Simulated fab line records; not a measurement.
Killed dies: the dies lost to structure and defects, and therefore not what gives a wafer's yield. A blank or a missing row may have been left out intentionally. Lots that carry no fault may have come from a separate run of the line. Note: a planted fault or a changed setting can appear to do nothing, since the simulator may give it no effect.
8D (eight disciplines) problem report, filled in by code :: flow gf180mcu :: the parts of the form that need people (team, actions taken, sign-off) are left out

1. WHAT IS WRONG
At GF_MIM_SPUTTER_08, chamber pressure pa averages 0.4262 Pa over 6 wafers from 2 lots, while fault-free wafers read 0.4000 Pa, standard deviation 0.00081. Relative to the usual mean, that is a shift of +32 standard deviations.
The step: material AlCu, target thk 200 nm, time 10.6 s.
Earliest sighting: wafer L728.1 on pvd sputter-04 at day 29 00:37. At this step, 36 wafers from 12 lots have a number in the record. By rule, "out" or "out of limits" means more than 4 standard deviations away from the usual mean. The other wafers with a number count as sound.

2. WHAT IT IS; WHAT IT IS NOT
question: which readings at this step
is: chamber pressure pa
is not: -

question: which lots
is: L728, L731
is not: L717, L720, L721, L722, L723, L724, L730, L735, L737, L738

question: which wafers of those lots
is: all that have a number
is not: -

question: read on which tools
is: pvd sputter-04
is not: pvd sputter-01, pvd sputter-02

question: when
is: from day 29 00:37
is not: up to then (18 sound wafers); but 12 sound wafers of L730, L735, L737, L738 came after

3. THE SUSPECTS, EACH WITH WHAT RULES IT OUT
Counting: a tool at a process step up to the reading stays a suspect if it ran every lot that is out and no sound lot after the first of them.
- pvd sputter-02 at GF_V4_SPUTTER_21 (material Ti, target thk 15 nm, time 80.02 s): ruled out as a lasting fault. Sound lots L730 ran on it after its first lot that is out, L728 (day 28 23:34).
- pvd sputter-04 at GF_MIM_SPUTTER_08 (material AlCu, target thk 200 nm, time 10.6 s): kept. Every lot that is out went through it, starting with L728 (day 29 00:37), and after that it ran no sound lot; the last sound lot it ran before then is L723 (day 26 21:31). Its own readings are out on those wafers: chamber pressure pa.
The count leaves pvd sputter-04 at GF_MIM_SPUTTER_08.

4. THE CAUSE (what the simulator had put in)
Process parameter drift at GF_MIM_SPUTTER_08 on pvd sputter-04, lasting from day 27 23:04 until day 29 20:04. From 0.4, the setting chamber pressure pa moved by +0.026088. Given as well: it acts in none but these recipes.
This tool alone remained once counting was done.

5. THE CHAIN OF EFFECTS, in route order
One row per reading whose mean, taken over the struck wafers that have a number, lies over 3 standard deviations from the usual. Only readings for which the record gives a usual standard deviation are gone through. hours: the time from each lot's start at the first step in this table that gives one to its start at this step, as a median over the lots. sigmas: the change in usual standard deviations.
hours: 0
step: GF_MIM_SPUTTER_08
reading: chamber pressure pa
usual: 0.4000 Pa
on struck wafers: 0.4262
change: +0.0262
sigmas: +32
It contains these process steps:
- GF_MIM_SPUTTER_08: material AlCu, target thk 200 nm, time 10.6 s.

6. WHAT WOULD HAVE CAUGHT IT SOONER
The fault began at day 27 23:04; the first out-of-limits reading in this record came at day 29 00:37, 26 hours later.
